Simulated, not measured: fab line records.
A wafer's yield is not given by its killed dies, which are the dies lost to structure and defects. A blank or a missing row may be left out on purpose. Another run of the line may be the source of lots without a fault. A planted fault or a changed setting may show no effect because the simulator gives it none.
fab line records    flow sky130
record: lots: 13  wafers: 39  last-day: 50
route steps=708 shown FIELD_ISO@17 NWELL@68 PWDE@84 PAD_OPEN@708
lots that met no fault: taken from a fault-free run of the same line
start-h: start of the lot's first displayed wafer, in hours after the record's first day    wait-h: hours from the lot's prior step to this one    " the same as in the row above    L1.1+2: several wafers, shown together as one row    - no value, or no start was given    * or withheld: withheld    < > ~ a bound
route shown NAME@n: a module of which the file shows steps, and the number in the route of the first    usual: the fault-free wafers' mean and standard deviation    same: alike in all rows    chamber/n: place in a boat    sites: the reading at each site    _std_site: the standard deviation of these    _edge_site: outer sites' mean less inner sites'    radius-mm: for every site, how far away it sits from the centre of the wafer    mask NAME#n: copy n    behind: the most recent tool/chamber to have shaped the wafer    hold: cause of the lot's hold/its duration in hours/its outcome    device: the transistor (n, p or np) that didn't switch    end of line: tests of these same wafers at the route's end    a step given without rows: its recipe and nothing more    killed: the dies lost at the first sort to structure and to defects; this is not the yield of the wafer    map: shows each die of a wafer: x if killed, . if not, _ if none is there
set.NAME: the setting as run; set.NAME@STEP: as run at that earlier step    model.NAME: the simulator's own value behind a step, which no gauge read
a sample of lots followed through the steps of the route, with each step as a table and each wafer as a row
services: a tool's chamber out of use, with start hour (start-h, from the record's first day; less than 0 if before it), hours out, and reason
== steps ==
step: SKY_FIELD_ISO_STRIP_16
recipe: chemistry: O2/N2  power-w: 1400  pressure-mtorr: 1500  platen-temp-c: withheld  o2-flow-sccm: 3000  n2-flow-sccm: 300  overash-fraction: 0.5
usual: chamber-pressure-mTorr: 1500.1/1.4  drypump-motor-current-A: 5.6/0.4  n2-flow-sccm: 300.1/0.91  oes-product-au: 0.378/0.005  strip-time-to-endpoint-s: 3.57/0.031
lot.wafer  tool             chamber  start-h  wait-h  chamber-pressure-mTorr  drypump-motor-current-A  n2-flow-sccm  oes-product-au  rf-hours-counter-h  strip-time-to-endpoint-s
L117.3     plasma-asher-04  1        34.09    0.1     1498.0                  5.0                      301.2         0.375           -                   3.55
L117.5     "                0        "        "       1502.3                  5.9                      301.2         0.377           -                   3.58
L117.6     "                1        "        "       1501.3                  5.0                      299.6         0.379           -                   3.59
L119.2     plasma-asher-02  1        45.00    0.0     1500.2                  5.9                      298.9         0.380           36                  3.56
L119.3     "                0        "        "       1499.5                  5.3                      300.6         0.379           -                   3.60
L119.6     "                1        "        "       1500.9                  5.9                      299.1         0.376           -                   3.58
L120.3     plasma-asher-03  1        52.39    0.1     1499.7                  5.7                      299.3         0.384           -                   3.56
L120.5     "                1        "        "       1501.7                  5.7                      299.6         0.376           -                   3.55
L120.6     "                0        "        "       1502.0                  6.2                      301.9         0.388           -                   3.56
L121.2     plasma-asher-02  0        55.71    0.0     1499.5                  5.3                      301.4         0.371           37                  3.52
L121.3     "                1        "        "       1497.7                  5.9                      300.3         0.384           -                   3.52
L121.4     "                0        "        "       1499.3                  5.3                      300.2         0.380           -                   3.53
L123.3     plasma-asher-02  1        64.94    0.1     1503.3                  5.9                      299.8         0.378           -                   3.58
L123.4     "                0        "        "       1498.4                  5.3                      299.9         0.389           -                   3.56
L123.5     "                1        "        "       1498.9                  5.9                      300.7         0.380           -                   3.52
L124.1     plasma-asher-02  1        71.73    0.0     1499.8                  5.9                      299.6         0.373           38                  3.56
L124.3     "                1        "        "       1500.9                  5.9                      300.4         0.369           -                   3.56
L124.5     "                0        "        "       1499.4                  5.3                      298.5         0.376           -                   3.62
L130.3     plasma-asher-03  0        104.34   0.1     1498.0                  6.2                      300.1         0.379           -                   3.61
L130.5     "                0        "        "       1499.0                  6.1                      300.1         0.384           -                   3.58
L130.6     "                1        "        "       1497.7                  5.7                      300.6         0.380           -                   3.57
L133.2     plasma-asher-04  0        118.91   0.0     1501.5                  5.9                      300.0         0.381           42                  3.59
L133.4     "                0        "        "       1498.1                  5.9                      300.4         0.390           -                   3.57
L133.5     "                0        "        "       1499.6                  5.9                      299.5         0.384           -                   3.59
L134.1     plasma-asher-04  0        125.91   0.0     -                       -                        -             -               -                   -
L134.3     "                0        "        "       -                       -                        -             -               -                   -
L134.5     "                0        "        "       -                       -                        -             -               -                   -
L135.3     plasma-asher-04  1        133.68   0.1     -                       -                        -             -               -                   -
L135.4     "                0        "        "       -                       -                        -             -               -                   -
L135.5     "                0        "        "       -                       -                        -             -               -                   -
L137.2     plasma-asher-02  0        146.65   0.0     1497.6                  5.3                      299.8         0.370           1                   3.50
L137.3     "                0        "        "       1497.1                  5.3                      300.8         0.375           -                   3.56
L137.5     "                0        "        "       1502.3                  5.2                      301.6         0.379           -                   3.57
L138.1     plasma-asher-04  0        146.91   0.0     1496.7                  5.9                      299.1         0.367           45                  3.58
L138.3     "                0        "        "       1502.0                  5.9                      300.0         0.381           -                   3.53
L138.4     "                1        "        "       1500.3                  5.0                      300.7         0.385           -                   3.59
L139.1     plasma-asher-02  1        151.01   0.0     1500.8                  5.9                      299.6         0.379           2                   3.64
L139.2     "                0        "        "       1500.2                  5.3                      300.6         0.376           2                   3.61
L139.5     "                0        "        "       1501.0                  5.3                      299.9         0.381           -                   3.59
step: SKY_FIELD_ISO_ETCH_17
recipe: target-depth-a: 3420  mask-material: Si3N4  chemistry: HBr/Cl2/O2  target: Si  taper-deg: 5  icp-w: 600  bias-w: 150  pressure-mtorr: 15  HBr_flow_sccm: 150  Cl2_flow_sccm: 40  O2_flow_sccm: 6  time-s: 97.7
usual: O2_flow_sccm: 6.001/0.017  bias-w: 150.0/0.43  drypump-motor-current-A: 5.4/0.41  oes-product-au: 1.003/0.0088  throttle-valve-pct: 25.654/0.01
lot.wafer  tool       chamber  start-h  wait-h  O2_flow_sccm  bias-w  drypump-motor-current-A  oes-product-au  rf-hours-counter-h  throttle-valve-pct
L117.3     rie-si-02  3        34.16    0.0     5.967         149.7   5.1                      1.001           84                  25.643
L117.5     "          1        "        "       6.020         149.6   5.0                      0.997           -                   25.644
L117.6     "          2        "        "       5.976         150.7   5.7                      0.998           -                   25.672
L119.2     rie-si-02  1        45.10    0.1     6.004         150.1   5.0                      0.997           3                   25.662
L119.3     "          3        "        "       5.991         150.4   5.1                      1.008           84                  25.661
L119.6     "          3        "        "       6.026         149.7   5.1                      1.002           -                   25.649
L120.3     rie-si-02  3        52.46    0.0     6.008         150.4   5.1                      1.010           84                  25.647
L120.5     "          0        "        "       5.991         149.6   5.7                      1.011           -                   25.645
L120.6     "          3        "        "       6.020         150.1   5.1                      1.001           -                   25.647
L121.2     rie-si-01  3        55.81    0.1     5.989         149.8   6.0                      1.005           73                  25.645
L121.3     "          0        "        "       6.007         150.2   4.8                      1.006           2                   25.654
L121.4     "          2        "        "       5.999         149.8   5.1                      1.015           38                  25.662
L123.3     rie-si-02  2        65.01    0.0     6.038         149.6   5.8                      0.997           22                  25.646
L123.4     "          1        "        "       6.025         150.1   5.0                      0.999           3                   25.649
L123.5     "          3        "        "       5.995         150.3   5.1                      1.014           -                   25.650
L124.1     rie-si-02  1        71.83    0.1     5.980         150.1   5.0                      1.007           3                   25.666
L124.3     "          2        "        "       6.011         150.1   5.7                      1.011           22                  25.652
L124.5     "          3        "        "       6.030         150.7   5.0                      1.012           -                   25.641
L130.3     rie-si-02  1        104.41   0.0     5.999         148.6   5.0                      0.997           4                   25.668
L130.5     "          3        "        "       6.015         150.3   5.1                      1.024           -                   25.650
L130.6     "          2        "        "       6.016         149.4   5.7                      1.000           -                   25.645
L133.2     rie-si-02  3        119.01   0.1     5.987         150.2   5.0                      1.016           85                  25.657
L133.4     "          2        "        "       6.015         150.1   5.7                      1.004           22                  25.650
L133.5     "          0        "        "       6.003         149.4   5.7                      1.022           -                   25.670
L134.1     rie-si-01  3        126.01   0.1     6.027         150.0   6.0                      0.993           74                  25.680
L134.3     "          2        "        "       6.007         149.7   5.1                      0.996           39                  25.667
L134.5     "          3        "        "       6.008         150.3   6.1                      1.003           -                   25.653
L135.3     rie-si-01  0        133.75   0.0     5.984         149.7   4.8                      1.004           3                   25.648
L135.4     "          3        "        "       5.994         151.0   6.0                      0.998           -                   25.652
L135.5     "          0        "        "       5.993         149.5   4.8                      0.999           -                   25.667
L137.2     rie-si-02  3        146.75   0.1     6.044         150.0   5.1                      1.021           85                  25.647
L137.3     "          0        "        "       6.030         149.7   5.7                      1.021           52                  25.646
L137.5     "          2        "        "       5.998         149.8   5.7                      0.993           -                   25.661
L138.1     rie-si-01  2        147.01   0.1     6.013         150.1   5.1                      1.006           39                  25.675
L138.3     "          1        "        "       6.027         150.8   5.5                      1.021           0                   25.646
L138.4     "          3        "        "       5.995         150.8   6.0                      0.998           74                  25.667
L139.1     rie-si-02  3        151.11   0.1     5.988         149.7   5.1                      1.003           85                  25.648
L139.2     "          0        "        "       5.970         149.8   5.7                      1.008           52                  25.659
L139.5     "          3        "        "       5.962         149.9   5.1                      0.997           -                   25.665
step: SKY_NWELL_TW_MEAS_15
usual: NWELL_TW: 1834/27
lot.wafer  tool           chamber  start-h  wait-h  NWELL_TW
L117.3     film-metro-03  -        91.83    0.1     1835
L117.5     "              -        "        "       1832
L117.6     "              -        "        "       1829
L119.2     film-metro-02  -        100.93   0.1     1866
L119.3     "              -        "        "       1868
L119.6     "              -        "        "       1868
L121.2     film-metro-03  -        115.82   0.1     1850
L121.3     "              -        "        "       1851
L121.4     "              -        "        "       1838
L120.3     film-metro-03  -        116.07   0.2     1853
L120.5     "              -        "        "       1846
L120.6     "              -        "        "       1849
L123.3     film-metro-04  -        126.00   0.1     1796
L123.4     "              -        "        "       1791
L123.5     "              -        "        "       1791
L124.1     film-metro-03  -        133.37   0.1     1854
L124.3     "              -        "        "       1848
L124.5     "              -        "        "       1849
L130.3     film-metro-04  -        187.60   0.1     1790
L130.5     "              -        "        "       1789
L130.6     "              -        "        "       1791
L133.2     film-metro-02  -        194.84   0.1     1852
L133.4     "              -        "        "       1849
L133.5     "              -        "        "       1861
L138.1     film-metro-04  -        218.38   0.1     1805
L138.3     "              -        "        "       1802
L138.4     "              -        "        "       1811
L137.2     film-metro-04  -        220.69   0.1     1800
L137.3     "              -        "        "       1801
L137.5     "              -        "        "       1802
L139.1     film-metro-03  -        228.98   0.1     1861
L139.2     "              -        "        "       1854
L139.5     "              -        "        "       1853
step: SKY_NWELL_RS_MEAS_31
recipe: thk-meas-gauge: four-point-probe
usual: PWDE_RS: 5283/16
lot.wafer  tool           chamber  start-h  wait-h  PWDE_RS[ohm/sq]
L117.3     film-metro-04  -        109.80   0.1     5283
L117.5     "              -        "        "       5281
L117.6     "              -        "        "       5282
L119.2     film-metro-04  -        119.10   0.1     5269
L119.3     "              -        "        "       5261
L119.6     "              -        "        "       5270
L121.2     film-metro-02  -        133.19   0.1     5285
L121.3     "              -        "        "       5283
L121.4     "              -        "        "       5314
L120.3     film-metro-02  -        133.75   0.1     5303
L120.5     "              -        "        "       5288
L120.6     "              -        "        "       5310
L123.3     film-metro-02  -        145.26   0.1     5280
L123.4     "              -        "        "       5278
L123.5     "              -        "        "       5286
L124.1     film-metro-04  -        153.67   0.1     5283
L124.3     "              -        "        "       5255
L124.5     "              -        "        "       5249
L130.3     film-metro-02  -        209.16   0.1     5284
L130.5     "              -        "        "       5282
L130.6     "              -        "        "       5278
L133.2     film-metro-03  -        216.63   0.1     5263
L133.4     "              -        "        "       5267
L133.5     "              -        "        "       5276
L138.1     film-metro-03  -        241.74   0.1     5287
L138.3     "              -        "        "       5285
L138.4     "              -        "        "       5294
L137.2     film-metro-03  -        243.43   0.1     5287
L137.3     "              -        "        "       5276
L137.5     "              -        "        "       5281
L139.1     film-metro-02  -        252.38   0.1     5270
L139.2     "              -        "        "       5278
L139.5     "              -        "        "       5293
step: SKY_PAD_OPEN_PROBE_99
usual: killed_at_M0_to_M3: 44/7.6  killed_at_M4_up: 3.2/1.7  killed-at-contacts: 24/5.7  killed-at-front-end: 16/3.9  killed-at-other: 0.2/0.45  killed-dies: 87/9.5  killed-on-rim: 17/3.9  killed-open: 47/6.9  killed-short: 40/5.8
same: gross-dies: 492  killed-at-back-side: 0
lot.wafer  tool       chamber  start-h  wait-h  killed_at_M0_to_M3  killed_at_M4_up  killed-at-contacts  killed-at-front-end  killed-at-other  killed-dies  killed-on-rim  killed-open  killed-short
L117.3     prober-02  -        1073.66  0.2     41                  5                30                  13                   0                89           16             45           44
L117.5     prober-02  -        1073.76  0.2     37                  5                27                  13                   0                82           17             45           37
L117.6     prober-02  -        1073.81  0.2     38                  1                16                  26                   0                81           10             45           36
L119.2     prober-02  -        1085.36  0.1     55                  3                26                  7                    1                92           22             56           36
L119.3     prober-02  -        1085.41  0.2     45                  6                31                  15                   1                98           21             56           42
L119.6     prober-02  -        1085.56  0.2     51                  6                39                  22                   0                118          16             59           59
L120.3     prober-01  -        1099.16  0.2     49                  4                25                  20                   0                98           19             53           45
L120.5     prober-01  -        1099.26  0.2     47                  2                17                  18                   0                84           9              47           37
L120.6     prober-01  -        1099.31  0.2     46                  4                22                  16                   0                88           20             53           35
L121.2     prober-02  -        1099.58  0.1     36                  3                23                  21                   1                84           18             46           38
L121.3     prober-02  -        1099.63  0.2     32                  1                20                  11                   0                64           13             36           28
L121.4     prober-02  -        1099.68  0.2     39                  2                22                  19                   0                82           20             49           33
L123.3     prober-02  -        1112.90  0.2     47                  5                13                  23                   0                88           16             57           31
L123.4     prober-02  -        1112.95  0.2     34                  2                19                  15                   0                70           13             34           36
L123.5     prober-02  -        1113.00  0.2     49                  6                20                  15                   1                91           10             48           43
L124.1     prober-01  -        1117.30  0.1     57                  2                12                  19                   0                90           22             49           41
L124.3     prober-01  -        1117.40  0.2     57                  1                23                  15                   0                96           17             49           47
L124.5     prober-01  -        1117.50  0.2     49                  3                25                  14                   1                92           12             46           46
L130.3     prober-01  -        1174.26  0.2     50                  3                22                  8                    0                83           10             43           40
L130.5     prober-01  -        1174.36  0.2     38                  5                26                  15                   0                84           16             42           42
L130.6     prober-01  -        1174.41  0.2     58                  2                27                  17                   0                104          21             66           38
L133.2     prober-02  -        1176.42  0.1     43                  4                16                  22                   1                86           17             45           41
L133.4     prober-02  -        1176.52  0.2     52                  6                26                  13                   0                97           16             50           47
L133.5     prober-02  -        1176.57  0.2     51                  4                24                  12                   0                91           25             52           39
L134.1     prober-01  -        1178.95  0.1     52                  1                24                  415                  0                492          96             47           48
L134.3     prober-01  -        1179.05  0.2     50                  2                30                  410                  0                492          96             58           42
L134.5     prober-01  -        1179.15  0.2     46                  3                24                  419                  0                492          96             50           40
L135.3     prober-02  -        1181.95  0.2     42                  3                28                  419                  0                492          96             52           42
L135.4     prober-02  -        1182.00  0.2     37                  2                29                  424                  0                492          96             44           40
L135.5     prober-02  -        1182.05  0.2     40                  3                29                  420                  0                492          96             43           45
L137.2     prober-02  -        1196.09  0.1     38                  3                19                  18                   0                78           13             47           31
L137.3     prober-02  -        1196.14  0.2     33                  4                25                  17                   0                79           13             44           35
L137.5     prober-02  -        1196.24  0.2     39                  4                27                  12                   0                82           14             44           38
L138.1     prober-01  -        1198.36  0.1     37                  9                14                  20                   1                81           20             39           42
L138.3     prober-01  -        1198.46  0.2     47                  5                21                  20                   0                93           18             56           37
L138.4     prober-01  -        1198.51  0.2     47                  7                21                  16                   0                91           14             44           47
L139.1     prober-02  -        1203.69  0.1     55                  4                31                  19                   0                109          21             63           46
L139.2     prober-02  -        1203.74  0.1     41                  3                28                  15                   0                87           15             46           41
L139.5     prober-02  -        1203.89  0.2     51                  3                20                  13                   1                88           14             45           43
killed by level:class
L117.3 CONTACT:geometric-particle:open=10 VIA1:geometric-particle:open=10 LI_CONTACT:geometric-particle:open=8 CONTACT:geometric-particle:short=7 METAL1:geometric-particle:short=6 SPACER:geometric-particle:open=5 VIA1:geometric-particle:short=5 METAL4:geometric-particle:short=5
L117.5 LI_CONTACT:geometric-particle:open=9 CONTACT:geometric-particle:open=8 VIA1:geometric-particle:open=8 FIELD_ISO:geometric-particle:short=5 VIA2:geometric-particle:open=5 LOCAL_INTERCONNECT:geometric-particle:short=4 CONTACT:geometric-particle:short=4 METAL1:geometric-particle:short=4
L117.6 FIELD_ISO:geometric-particle:open=7 CONTACT:geometric-particle:open=6 VIA2:geometric-particle:open=6 VIA1:geometric-particle:open=5 POLY_GATE:geometric-particle:open=5 CONTACT:geometric-particle:short=5 METAL2:geometric-particle:short=5 VIA3:geometric-particle:short=5
L119.2 VIA1:geometric-particle:open=14 LI_CONTACT:geometric-particle:open=13 CONTACT:geometric-particle:open=10 VIA1:geometric-particle:short=9 VIA3:geometric-particle:open=7 VIA2:geometric-particle:short=5 VIA2:geometric-particle:open=5 VIA3:geometric-particle:short=5
L119.3 CONTACT:geometric-particle:open=14 VIA1:geometric-particle:open=11 LI_CONTACT:geometric-particle:open=10 METAL1:geometric-particle:short=8 VIA3:geometric-particle:open=6 VIA3:geometric-particle:short=4 CONTACT:geometric-particle:short=4 VIA1:geometric-particle:short=4
L119.6 LI_CONTACT:geometric-particle:open=11 VIA1:geometric-particle:open=11 CONTACT:geometric-particle:open=10 POLY_GATE:geometric-particle:short=8 CONTACT:geometric-particle:short=8 LOCAL_INTERCONNECT:geometric-particle:short=7 VIA1:geometric-particle:short=7 VIA3:geometric-particle:open=7
L120.3 VIA1:geometric-particle:open=10 LI_CONTACT:geometric-particle:open=8 POLY_GATE:geometric-particle:open=7 VIA1:geometric-particle:short=7 METAL2:geometric-particle:short=6 CONTACT:geometric-particle:open=6 VIA2:geometric-particle:open=5 VIA3:geometric-particle:open=5
L120.5 VIA2:geometric-particle:open=9 VIA1:geometric-particle:open=8 METAL1:geometric-particle:short=7 CONTACT:geometric-particle:open=6 FIELD_ISO:geometric-particle:open=5 POLY_GATE:geometric-particle:open=5 VIA1:geometric-particle:short=5 VIA2:geometric-particle:short=5
L120.6 LI_CONTACT:geometric-particle:open=9 VIA1:geometric-particle:open=9 CONTACT:geometric-particle:open=7 FIELD_ISO:geometric-particle:open=6 VIA2:geometric-particle:open=6 METAL1:geometric-particle:short=6 VIA3:geometric-particle:open=6 VIA2:geometric-particle:short=5
L121.2 CONTACT:geometric-particle:open=10 POLY_GATE:geometric-particle:short=9 VIA1:geometric-particle:open=7 VIA3:geometric-particle:open=6 VIA3:geometric-particle:short=5 LI_CONTACT:geometric-particle:open=5 POLY_GATE:geometric-particle:open=4 VIA2:geometric-particle:open=4
L121.3 CONTACT:geometric-particle:open=6 VIA3:geometric-particle:open=6 LI_CONTACT:geometric-particle:open=5 METAL2:geometric-particle:short=5 VIA1:geometric-particle:open=5 VIA2:geometric-particle:open=5 POLY_GATE:geometric-particle:open=4 LI_CONTACT:geometric-particle:short=4
L121.4 CONTACT:geometric-particle:open=7 VIA3:geometric-particle:open=7 LI_CONTACT:geometric-particle:open=6 VIA1:geometric-particle:open=6 METAL2:geometric-particle:short=5 VIA2:geometric-particle:open=5 POLY_GATE:geometric-particle:open=4 FIELD_ISO:geometric-particle:short=3
L123.3 VIA1:geometric-particle:open=12 VIA2:geometric-particle:open=11 VIA3:geometric-particle:open=9 POLY_GATE:geometric-particle:short=5 POLY_GATE:geometric-particle:open=5 CONTACT:geometric-particle:open=5 METAL4:geometric-particle:short=4 VIA3:geometric-particle:short=4
L123.4 VIA1:geometric-particle:short=11 CONTACT:geometric-particle:open=8 VIA1:geometric-particle:open=7 FIELD_ISO:geometric-particle:short=6 LI_CONTACT:geometric-particle:open=6 METAL1:geometric-particle:short=6 VIA3:geometric-particle:open=5 POLY_GATE:geometric-particle:short=4
L123.5 VIA1:geometric-particle:open=12 VIA2:geometric-particle:open=9 CONTACT:geometric-particle:open=8 VIA1:geometric-particle:short=8 METAL4:geometric-particle:short=5 VIA3:geometric-particle:short=5 FIELD_ISO:geometric-particle:short=4 CONTACT:geometric-particle:short=4
L124.1 VIA1:geometric-particle:open=20 VIA1:geometric-particle:short=9 VIA2:geometric-particle:open=7 FIELD_ISO:geometric-particle:open=6 POLY_GATE:geometric-particle:short=6 VIA3:geometric-particle:open=6 METAL3:geometric-particle:short=4 FIELD_ISO:geometric-particle:short=3
L124.3 VIA2:geometric-particle:short=12 VIA3:geometric-particle:open=12 CONTACT:geometric-particle:open=9 VIA1:geometric-particle:open=8 LI_CONTACT:geometric-particle:open=7 METAL1:geometric-particle:short=5 VIA1:geometric-particle:short=5 METAL3:geometric-particle:short=5
L124.5 CONTACT:geometric-particle:open=10 METAL1:geometric-particle:short=8 VIA2:geometric-particle:open=8 VIA3:geometric-particle:open=8 CONTACT:geometric-particle:short=7 VIA1:geometric-particle:open=7 VIA1:geometric-particle:short=6 METAL2:geometric-particle:short=5
L130.3 VIA1:geometric-particle:open=11 METAL2:geometric-particle:short=10 CONTACT:geometric-particle:open=8 VIA3:geometric-particle:open=6 VIA2:geometric-particle:open=6 METAL1:geometric-particle:short=6 VIA1:geometric-particle:short=5 LI_CONTACT:geometric-particle:short=4
L130.5 VIA1:geometric-particle:open=9 FIELD_ISO:geometric-particle:short=6 CONTACT:geometric-particle:open=6 LOCAL_INTERCONNECT:geometric-particle:short=6 FIELD_ISO:geometric-particle:open=5 LI_CONTACT:geometric-particle:open=5 CONTACT:geometric-particle:short=5 VIA2:geometric-particle:open=5
L130.6 VIA3:geometric-particle:open=14 VIA1:geometric-particle:open=14 CONTACT:geometric-particle:open=9 FIELD_ISO:geometric-particle:open=6 VIA2:geometric-particle:open=6 LI_CONTACT:geometric-particle:open=5 LOCAL_INTERCONNECT:geometric-particle:short=5 VIA2:geometric-particle:short=5
L133.2 VIA2:geometric-particle:open=9 FIELD_ISO:geometric-particle:short=8 POLY_GATE:geometric-particle:open=8 VIA1:geometric-particle:open=7 CONTACT:geometric-particle:open=5 METAL2:geometric-particle:short=5 VIA3:geometric-particle:open=5 LI_CONTACT:geometric-particle:open=4
L133.4 VIA3:geometric-particle:open=9 LI_CONTACT:geometric-particle:open=8 CONTACT:geometric-particle:open=8 VIA1:geometric-particle:short=8 VIA1:geometric-particle:open=8 CONTACT:geometric-particle:short=7 METAL1:geometric-particle:short=6 VIA3:geometric-particle:short=6
L133.5 VIA3:geometric-particle:open=17 CONTACT:geometric-particle:open=11 VIA3:geometric-particle:short=7 CONTACT:geometric-particle:short=6 VIA1:geometric-particle:open=6 METAL1:geometric-particle:short=5 POLY_GATE:geometric-particle:short=4 METAL2:geometric-particle:short=4
L134.1 FIELD_ISO:area-oxidation=397 VIA1:geometric-particle:open=17 METAL1:geometric-particle:short=9 LI_CONTACT:geometric-particle:open=6 CONTACT:geometric-particle:open=6 VIA1:geometric-particle:short=6 LOCAL_INTERCONNECT:geometric-particle:short=5 FIELD_ISO:geometric-particle:short=4
L134.3 FIELD_ISO:area-oxidation=392 VIA1:geometric-particle:open=18 CONTACT:geometric-particle:open=11 CONTACT:geometric-particle:short=7 FIELD_ISO:geometric-particle:open=6 LI_CONTACT:geometric-particle:open=5 METAL1:geometric-particle:short=5 VIA2:geometric-particle:open=5
L134.5 FIELD_ISO:area-oxidation=402 VIA1:geometric-particle:open=11 VIA1:geometric-particle:short=8 CONTACT:geometric-particle:open=7 LI_CONTACT:geometric-particle:open=6 LI_CONTACT:geometric-particle:short=6 VIA2:geometric-particle:open=6 VIA3:geometric-particle:open=6
L135.3 FIELD_ISO:area-oxidation=398 CONTACT:geometric-particle:open=11 VIA1:geometric-particle:open=9 LI_CONTACT:geometric-particle:open=6 POLY_GATE:geometric-particle:short=5 LI_CONTACT:geometric-particle:short=5 CONTACT:geometric-particle:short=5 VIA2:geometric-particle:open=5
L135.4 FIELD_ISO:area-oxidation=408 CONTACT:geometric-particle:open=11 VIA1:geometric-particle:open=9 LI_CONTACT:geometric-particle:open=7 FIELD_ISO:geometric-particle:short=5 CONTACT:geometric-particle:short=5 METAL1:geometric-particle:short=5 METAL2:geometric-particle:short=4
L135.5 FIELD_ISO:area-oxidation=404 LI_CONTACT:geometric-particle:open=9 CONTACT:geometric-particle:open=9 METAL1:geometric-particle:short=9 VIA2:geometric-particle:open=8 METAL2:geometric-particle:short=7 VIA1:geometric-particle:open=5 LI_CONTACT:geometric-particle:short=5
L137.2 VIA1:geometric-particle:open=9 CONTACT:geometric-particle:open=9 METAL2:geometric-particle:short=6 VIA1:geometric-particle:short=6 VIA2:geometric-particle:open=6 FIELD_ISO:geometric-particle:open=5 LI_CONTACT:geometric-particle:open=4 POLY_GATE:geometric-particle:open=4
L137.3 CONTACT:geometric-particle:open=11 LI_CONTACT:geometric-particle:open=7 POLY_GATE:geometric-particle:open=5 METAL2:geometric-particle:short=5 VIA2:geometric-particle:open=5 FIELD_ISO:geometric-particle:open=4 POLY_GATE:geometric-particle:short=4 VIA1:geometric-particle:short=4
L137.5 VIA1:geometric-particle:open=11 LOCAL_INTERCONNECT:geometric-particle:short=7 POLY_GATE:geometric-particle:open=6 CONTACT:geometric-particle:open=6 VIA1:geometric-particle:short=5 LI_CONTACT:geometric-particle:short=5 LI_CONTACT:geometric-particle:open=5 METAL1:geometric-particle:short=5
L138.1 VIA1:geometric-particle:open=9 METAL4:geometric-particle:short=8 VIA3:geometric-particle:open=5 POLY_GATE:geometric-particle:open=5 CONTACT:geometric-particle:short=5 VIA1:geometric-particle:short=5 FIELD_ISO:geometric-particle:open=4 FIELD_ISO:geometric-particle:short=4
L138.3 VIA1:geometric-particle:open=17 CONTACT:geometric-particle:open=9 FIELD_ISO:geometric-particle:open=7 METAL2:geometric-particle:short=7 LI_CONTACT:geometric-particle:open=6 METAL1:geometric-particle:short=5 FIELD_ISO:geometric-particle:short=4 POLY_GATE:geometric-particle:open=4
L138.4 VIA1:geometric-particle:open=10 METAL2:geometric-particle:short=8 POLY_GATE:geometric-particle:short=7 VIA2:geometric-particle:open=6 LOCAL_INTERCONNECT:geometric-particle:short=5 CONTACT:geometric-particle:open=5 VIA1:geometric-particle:short=5 METAL3:geometric-particle:short=4
L139.1 VIA1:geometric-particle:open=11 VIA3:geometric-particle:open=9 VIA2:geometric-particle:open=9 CONTACT:geometric-particle:open=9 FIELD_ISO:geometric-particle:open=8 LOCAL_INTERCONNECT:geometric-particle:short=7 CONTACT:geometric-particle:short=7 METAL1:geometric-particle:short=7
L139.2 CONTACT:geometric-particle:open=10 VIA1:geometric-particle:open=10 VIA3:geometric-particle:open=7 CONTACT:geometric-particle:short=6 FIELD_ISO:geometric-particle:open=5 METAL2:geometric-particle:short=5 VIA2:geometric-particle:open=5 LI_CONTACT:geometric-particle:short=4
L139.5 VIA2:geometric-particle:open=11 VIA1:geometric-particle:open=10 VIA1:geometric-particle:short=8 CONTACT:geometric-particle:open=6 VIA3:geometric-particle:open=6 CONTACT:geometric-particle:short=5 POLY_GATE:geometric-particle:open=4 LI_CONTACT:geometric-particle:short=4
== services ==
tool             chamber  start-h  hours  kind
rie-si-01        0        25.96    3.2    repair
plasma-asher-04  -        100.58   1.7    repair
plasma-asher-02  -        108.75   9.0    pm
plasma-asher-02  0        108.75   9.0    vent-cycle
plasma-asher-02  1        108.75   9.0    vent-cycle
plasma-asher-02  -        117.75   14.6   pm
plasma-asher-02  0        117.75   -      clean
plasma-asher-02  1        117.75   -      clean
rie-si-01        1        122.86   -      clean
rie-si-01        1        122.86   17.3   scheduled-down
rie-si-01        1        122.86   17.3   vent-cycle
== key ==
first-sign: step: SKY_FIELD_ISO_STRIP_16  reading: tool-record  direction: missing
effect: step: SKY_PAD_OPEN_PROBE_99  reading: killed-at-front-end  direction: up  sigmas: 99+  usual: 16  struck: 418
more-kills-born-at: SKY_FIELD_ISO_OXIDATION_22@furnace-01: 2401
met-at SKY_FIELD_ISO_STRIP_16
struck-lots L134,L135
later-rows-left-out L134.1,L134.3,L134.5,L135.3,L135.4,L135.5
tester-left-out L134,L135
not-acting-at SKY_FIELD_ISO_ETCH_17,SKY_NWELL_TW_MEAS_15,SKY_NWELL_RS_MEAS_31
onset-between 118.91 125.91
fault: kind: skipped-step-whole  tool: plasma-asher-04  chamber: -  onset-h: 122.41  steps: SKY_FIELD_ISO_STRIP_16  scope: struck-lots-only
tester-left-out: of these lots the tester's yield and bins aren't shown, on N5 and GAA mostly nor the transistor test; their killed dies are dies lost to structure and defects alone, not to doping, threshold or leakage, so they don't give the yield
later-rows-left-out: the simulator's readings of these wafers behind a module that went badly wrong aren't trusted and aren't shown, but for the sort
